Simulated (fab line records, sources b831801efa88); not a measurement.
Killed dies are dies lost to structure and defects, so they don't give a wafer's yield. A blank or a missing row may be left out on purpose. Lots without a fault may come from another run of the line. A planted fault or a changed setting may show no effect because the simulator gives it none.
fab line records | flow sky130
record lots=6 wafers=16 last_day=51
route steps=708 shown VIA3@582 METAL4@598
lots that met no fault: from a run of the same line without faults
start_h: hours from the record's first day to the start of the lot's first wafer shown | wait_h: hours since the lot's step before | " the same as in the row above | L1.1+2: a row that stands for several wafers | - no value, or no start given | * or withheld: withheld | < > ~ a bound
route shown NAME@n: a module of which the file shows steps, and the number in the route of the first | usual: mean/standard deviation of fault-free wafers | same: alike in all rows | chamber/n: place in a boat | sites: the reading at each site | _std_site: their standard deviation | _edge_site: outer sites' mean less inner sites' | radius_mm: how far each site lies from the wafer's centre | mask NAME#n: copy n | behind: the tool/chamber that last shaped the wafer | hold: why the lot was held/for how many hours/how that ended | device: the transistor (n, p or np) that didn't switch | end of line: the same wafers' tests at the end of the route | a step without rows: its recipe alone | killed: dies lost to structure and defects at the first sort, not the wafer's yield | map: a wafer's dies, x killed, . not, _ none there
set.NAME: the setting as run; set.NAME@STEP: as run at that earlier step | model.NAME: the simulator's own value behind a step, which no gauge read
lots at some steps of the route; a table a step, a row a wafer
services: from which hour (start_h, from the record's first day; less than 0 if before it) a tool's chamber was out of use, for how many hours, and why
## steps
# step SKY_VIA3_EXPOSE_09
# recipe mask_id=VIM3 na=0.8 source_shape=annular sigma_inner=0.55 sigma_outer=0.85 target_cd_nm=200 dose_mj=38
# step SKY_VIA3_PEB_10
# recipe peb_temp_c=withheld peb_time_s=withheld resist=KrF-thick
# step SKY_VIA3_DEVELOP_11
# recipe develop_time_s=60 resist=KrF-thick dev_temp_c=21
# step SKY_VIA3_CD_MEAS_12
# recipe target_cd_nm=200
# usual cd_nm=200.2/1.9
# columns lot.wafer tool chamber start_h wait_h cd_nm
L980.1 cd_sem-02 - 997.43 - 200.5
L980.6 " - " " 199.4
L981.4 cd_sem-02 - 1004.67 - 201.1
L981.6 " - " " 200.8
L988.3 cd_sem-01 - 1048.41 - 199.7
L988.4 " - " " 199.6
L988.5 " - " " 199.8
L991.1 cd_sem-02 - 1070.33 - 200.2
L991.3 " - " " 200.0
L991.5 " - " " 199.2
L994.2 cd_sem-02 - 1092.38 - 200.5
L994.4 " - " " 198.7
L994.5 " - " " 198.5
L995.1 cd_sem-01 - 1096.37 - 200.1
L995.2 " - " " 199.4
L995.3 " - " " 199.4
# step SKY_VIA3_OVL_MEAS_13
# usual VIA3_OVL=1/6.3
# columns lot.wafer tool chamber start_h wait_h VIA3_OVL[nm]
L980.1 overlay-02 - 997.55 0.1 -4
L980.6 " - " " 3
L981.4 overlay-02 - 1004.75 0.1 3
L981.6 " - " " 9
L988.3 overlay-01 - 1048.50 0.1 1
L988.4 " - " " 0
L988.5 " - " " 1
L991.1 overlay-01 - 1070.45 0.1 1
L991.3 " - " " -3
L991.5 " - " " 4
L994.2 overlay-02 - 1092.49 0.1 6
L994.4 " - " " 3
L994.5 " - " " -3
L995.1 overlay-01 - 1096.49 0.1 -4
L995.2 " - " " -8
L995.3 " - " " 3
# step SKY_VIA3_ETCH_14
# recipe chemistry=N2/H2 target=BARC ion_energy_ev=200 source_w=500 bias_w=100 pressure_mtorr=30 n2_flow_sccm=100 h2_flow_sccm=200 stop_on=SiO2 time_s=45.9 target_depth_a=600
# usual drypump_motor_current_A=5.8/0.56 oes_product_au=0.855/0.0046 throttle_valve_pct=13.224/0.0099
# columns lot.wafer tool chamber start_h wait_h drypump_motor_current_A oes_product_au rf_hours_counter_h throttle_valve_pct
L980.1 rie_diel-03 3 997.59 0.0 6.2 0.856 1 13.227
L980.6 " 3 " " 6.2 0.861 - 13.239
L981.4 rie_diel-02 2 1004.77 0.0 5.7 0.851 29 13.237
L981.6 " 3 " " 6.3 0.858 - 13.223
L988.3 rie_diel-03 1 1048.53 0.0 5.2 0.856 10 13.220
L988.4 " 0 " " 6.7 0.847 - 13.220
L988.5 " 3 " " 6.2 0.856 - 13.222
L991.1 rie_diel-01 0 1070.49 0.0 5.6 0.857 26 13.219
L991.3 " 1 " " 4.7 0.853 13 13.220
L991.5 " 0 " " 5.6 0.850 - 13.222
L994.2 rie_diel-01 3 1092.52 0.0 5.4 0.852 21 13.221
L994.4 " 2 " " 5.9 0.854 26 13.229
L994.5 " 0 " " 5.6 0.857 - 13.215
L995.1 rie_diel-03 2 1096.53 0.0 5.6 0.852 26 13.206
L995.2 " 0 " " 6.7 0.857 7 13.240
L995.3 " 3 " " 6.2 0.858 4 13.221
# step SKY_VIA3_ETCH_15
# recipe target=SiO2 chemistry=C4F8/O2/Ar target_depth_nm=507 stop_on=TiN mask_material=KrF-thick source_w=1500 bias_w=1200 pressure_mtorr=40 c4f8_flow_sccm=withheld O2_flow_sccm=6 Ar_flow_sccm=300 time_s=78
# usual oes_product_au=0.946/0.0045
# columns lot.wafer tool chamber start_h wait_h oes_product_au rf_hours_counter_h
L980.1 rie_diel-03 3 997.63 0.0 0.946 1
L980.6 " 3 " " 0.954 -
L981.4 rie_diel-02 2 1004.81 0.0 0.942 29
L981.6 " 3 " " 0.951 -
L988.3 rie_diel-03 1 1048.57 0.0 0.941 10
L988.4 " 0 " " 0.942 -
L988.5 " 3 " " 0.940 -
L991.1 rie_diel-01 0 1070.53 0.0 0.948 26
L991.3 " 1 " " 0.946 13
L991.5 " 0 " " 0.947 -
L994.2 rie_diel-01 3 1092.56 0.0 0.945 21
L994.4 " 2 " " 0.944 26
L994.5 " 0 " " 0.939 -
L995.1 rie_diel-03 2 1096.57 0.0 0.948 26
L995.2 " 0 " " 0.944 7
L995.3 " 3 " " 0.943 4
# step SKY_VIA3_STRIP_16
# recipe chemistry=O2/N2 power_w=1400 pressure_mtorr=1500 platen_temp_c=withheld o2_flow_sccm=3000 n2_flow_sccm=300 overash_fraction=0.5
# usual drypump_motor_current_A=5.2/0.42 oes_product_au=0.402/0.0051 strip_time_to_endpoint_s=4.12/0.031
# columns lot.wafer tool chamber start_h wait_h drypump_motor_current_A oes_product_au rf_hours_counter_h strip_time_to_endpoint_s
L980.1 plasma_asher-01 0 997.69 0.0 5.9 0.395 86 4.09
L980.6 " 1 " " 4.6 0.403 - 4.08
L981.4 plasma_asher-01 0 1004.90 0.1 5.9 0.402 - 4.19
L981.6 " 0 " " 5.9 0.402 - 4.12
L988.3 plasma_asher-04 1 1048.66 0.1 5.2 0.398 - 4.07
L988.4 " 0 " " 4.9 0.404 - 4.15
L988.5 " 0 " " 4.9 0.393 - 4.06
L991.1 plasma_asher-02 0 1070.59 0.0 5.1 0.399 1 4.12
L991.3 " 1 " " 5.4 0.404 - 4.13
L991.5 " 1 " " 5.4 0.400 - 4.10
L994.2 plasma_asher-01 0 1092.62 0.0 5.9 0.398 95 4.17
L994.4 " 0 " " 5.9 0.398 - 4.10
L994.5 " 1 " " 4.6 0.404 - 4.12
L995.1 plasma_asher-01 1 1096.63 0.0 4.6 0.406 96 4.14
L995.2 " 0 " " 5.9 0.405 96 4.17
L995.3 " 1 " " 4.6 0.404 - 4.12
# step SKY_VIA3_STRIP_17
# recipe chemistry=post_etch_residue_remover time_s=1200 temp_c=72.5
# step SKY_VIA3_CLEAN_18
# recipe chemistry=IPA time_s=180 temp_c=25
# step SKY_VIA3_CLEAN_19
# recipe chemistry=O3/DIW dry=n2_spin
# step SKY_VIA3_SPUTTER_20
# recipe material=TiN target_thk_nm=20 chamber_pressure_pa=5 power_w=4000 time_s=80
# usual throttle_valve_pct=29.6/1
# columns lot.wafer tool chamber start_h wait_h throttle_valve_pct
L980.1 pvd_sputter-01 - 998.29 0.0 30.0
L980.6 " - " " 30.4
L981.4 pvd_sputter-02 - 1005.49 0.0 27.1
L981.6 " - " " 30.2
L988.3 pvd_sputter-01 - 1049.22 0.0 31.1
L988.4 " - " " 30.5
L988.5 " - " " 31.0
L991.1 pvd_sputter-02 - 1071.19 0.0 30.1
L991.3 " - " " 28.6
L991.5 " - " " 29.9
L994.2 pvd_sputter-02 - 1093.43 0.0 27.0
L994.4 " - " " 30.1
L994.5 " - " " 28.2
L995.1 pvd_sputter-04 - 1097.26 0.0 30.7
L995.2 " - " " 29.4
L995.3 " - " " 28.9
# step SKY_VIA3_CVD_21
# recipe material=W target_thk_nm=390 time_s=117.31 temp_c=400 pressure_torr=40
# usual heater_power_w=842/98 susceptor_temp_C=400.01/0.24
# columns lot.wafer tool chamber start_h wait_h heater_power_w susceptor_temp_C model.W_of_VIA3_CVD_21.thk_nm
L980.1 cvd_w-01 1 998.35 0.0 739 399.72 390
L980.6 " 0 " " 939 400.47 238.8
L981.4 cvd_w-01 1 1005.56 0.0 770 400.21 235.8
L981.6 " 1 " " 764 400.05 241
L988.3 cvd_w-02 1 1049.32 0.1 743 399.93 397.4
L988.4 " 0 " " 916 400.41 383.1
L988.5 " 0 " " 918 399.79 387.4
L991.1 cvd_w-01 1 1071.25 0.0 772 399.98 390.7
L991.3 " 0 " " 948 400.46 394.8
L991.5 " 1 " " 740 400.29 393.2
L994.2 cvd_w-02 0 1093.49 0.0 925 400.00 381
L994.4 " 1 " " 735 400.16 395.4
L994.5 " 1 " " 746 400.13 396.6
L995.1 cvd_w-02 0 1097.32 0.0 912 399.74 384.5
L995.2 " 1 " " 746 399.79 398.3
L995.3 " 1 " " 744 399.74 390.1
# step SKY_VIA3_RS_MEAS_22
# recipe thk_meas_gauge=four-point-probe reads=W_of_VIA3_CVD_21+TiN_of_VIA3_SPUTTER_20
# usual VIA3_W_RS=0.294/0.004
# columns lot.wafer tool chamber start_h wait_h hold VIA3_W_RS[ohm/sq]
L980.1 film_metro-03 - 998.47 0.1 await_dispo/0.2h/release 0.294
L980.6 " - " " await_dispo/0.2h/release 0.483
L980.1 film_metro-03 - 998.76 0.3 - 0.294
L980.6 " - " " - 0.484
L981.4 film_metro-03 - 1005.70 0.1 await_dispo/0.2h/release 0.489
L981.6 " - " " await_dispo/0.2h/release 0.478
L981.4 film_metro-03 - 1005.99 0.3 - 0.490
L981.6 " - " " - 0.479
L988.3 film_metro-04 - 1049.44 0.1 - 0.288
L988.4 " - " " - 0.299
L988.5 " - " " - 0.296
L991.1 film_metro-02 - 1071.37 0.1 - 0.293
L991.3 " - " " - 0.290
L991.5 " - " " - 0.291
L994.2 film_metro-02 - 1093.63 0.1 - 0.301
L994.4 " - " " - 0.290
L994.5 " - " " - 0.290
L995.1 film_metro-02 - 1097.44 0.1 - 0.299
L995.2 " - " " - 0.288
L995.3 " - " " - 0.294
# step SKY_VIA3_THK_MEAS_23
# recipe thk_meas_gauge=xrf reads=W_of_VIA3_CVD_21
# usual VIA3_W_THK=395/6.2
# columns lot.wafer tool chamber start_h wait_h hold VIA3_W_THK[nm]
L980.1 film_metro-03 - 1004.07 5.3 await_dispo/5.2h/release 394
L980.6 " - " " await_dispo/5.2h/release 242
L981.4 film_metro-03 - 1020.45 14.4 await_dispo/14.4h/release 236
L981.6 " - " " await_dispo/14.4h/release 241
L988.3 film_metro-04 - 1049.54 0.1 - 397
L988.4 " - " " - 389
L988.5 " - " " - 390
L991.1 film_metro-02 - 1071.49 0.1 - 400
L991.3 " - " " - 405
L991.5 " - " " - 402
L994.2 film_metro-02 - 1093.74 0.1 - 385
L994.4 " - " " - 401
L994.5 " - " " - 398
L995.1 film_metro-02 - 1097.56 0.1 - 388
L995.2 " - " " - 403
L995.3 " - " " - 397
# step SKY_VIA3_CMP_24
# recipe stop_on=SiO2 t_overpolish_s=20 down_force_psi=3.5 platen_rpm=60 target_thk_nm=0 pad_velocity_m_s=0.94248
# usual motor_current_A=10.9/1.6 time_to_endpoint_s=94/3.6
# columns lot.wafer tool chamber start_h wait_h motor_current_A time_to_endpoint_s
L980.1 cmp-02 3 1004.28 0.2 10.7 89
L980.6 " 0 " " 11.7 54
L981.4 cmp-02 3 1020.63 0.2 10.8 54
L981.6 " 1 " " 8.8 58
L988.3 cmp-01 0 1049.58 0.0 13.6 96
L988.4 " 2 " " 9.7 96
L988.5 " 1 " " 10.2 93
L991.3 cmp-02 3 1071.60 0.1 10.4 94
L991.1 " 0 " " 11.4 94
L991.5 " 3 " " 10.4 98
L994.4 cmp-02 2 1094.12 0.3 9.8 93
L994.2 " 3 " " 10.8 95
L994.5 " 2 " " 9.7 95
L995.3 cmp-02 3 1098.62 1.0 10.3 94
L995.1 " 0 " " 11.9 92
L995.2 " 2 " " 9.8 94
# step SKY_METAL4_SPUTTER_00
# recipe material=Ti target_thk_nm=15 power_w=3000 time_s=10 chamber_pressure_pa=0.4
# usual throttle_valve_pct=30.1/0.83
# columns lot.wafer tool chamber start_h wait_h throttle_valve_pct
L980.1 pvd_sputter-02 - 1004.43 0.1 30.2
L980.6 " - " " 29.9
L981.4 pvd_sputter-01 - 1021.49 0.8 29.6
L981.6 " - " " 30.5
L988.3 pvd_sputter-03 - 1049.88 0.2 29.7
L988.4 " - " " 30.3
L988.5 " - " " 30.4
L991.1 pvd_sputter-01 - 1071.85 0.1 30.9
L991.3 " - " " 29.9
L991.5 " - " " 29.2
L994.2 pvd_sputter-03 - 1094.42 0.2 29.9
L994.4 " - " " 30.5
L994.5 " - " " 30.9
L995.1 pvd_sputter-01 - 1098.92 0.2 31.2
L995.2 " - " " 29.7
L995.3 " - " " 30.0
## services
# columns tool chamber start_h hours kind
cmp-02 - 974.45 3.7 pm
cvd_w-02 - 974.57 6.9 pm
cvd_w-01 - 983.16 0.7 repair
cmp-01 - 992.15 5.2 pm
cvd_w-02 - 1007.70 1.0 repair
cvd_w-01 - 1019.50 0.7 repair
rie_diel-01 3 1025.70 4.2 repair
cvd_w-02 0 1037.56 5.0 repair
rie_diel-03 2 1039.15 12.6 repair
cmp-02 - 1039.37 6.2 repair
rie_diel-02 2 1046.22 - clean
rie_diel-02 2 1046.22 23.2 scheduled_down
rie_diel-02 2 1046.22 23.2 vent_cycle
cmp-01 - 1047.96 0.6 repair
plasma_asher-02 - 1055.30 9.0 pm
plasma_asher-02 0 1055.30 9.0 vent_cycle
rie_diel-01 2 1066.52 3.4 repair
rie_diel-03 3 1068.70 7.0 repair
cmp-02 - 1070.79 0.6 repair
rie_diel-03 0 1080.12 2.6 repair
rie_diel-02 2 1089.08 32.1 repair
cmp-01 - 1092.98 4.0 pm
cmp-01 - 1097.64 1.1 repair
cmp-01 - 1098.88 1.0 repair
## key
first_sign step=SKY_VIA3_RS_MEAS_22 reading=visit direction=added
effect step=SKY_VIA3_RS_MEAS_22 reading=VIA3_W_RS direction=up sigmas=47 usual=0.294 struck=0.484
effect step=SKY_VIA3_THK_MEAS_23 reading=VIA3_W_THK direction=down sigmas=25 usual=395 struck=239
effect step=SKY_VIA3_CMP_24 reading=time_to_endpoint_s direction=down sigmas=11 usual=* struck=*
model_effect step=SKY_VIA3_CVD_21 value=W_of_VIA3_CVD_21.thk_nm without=388 struck=238.6
met_at SKY_VIA3_CVD_21
struck_wafers L980.6,L981.4,L981.6
fault kind=process_parameter_drift tool=cvd_w-01 chamber=- onset_h=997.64 steps=SKY_VIA3_CVD_21 channel=target_thk_nm offset=-149.74 shape=step end_h=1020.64 scope=struck_wafers_only acts_in=these_recipes_only stated=390
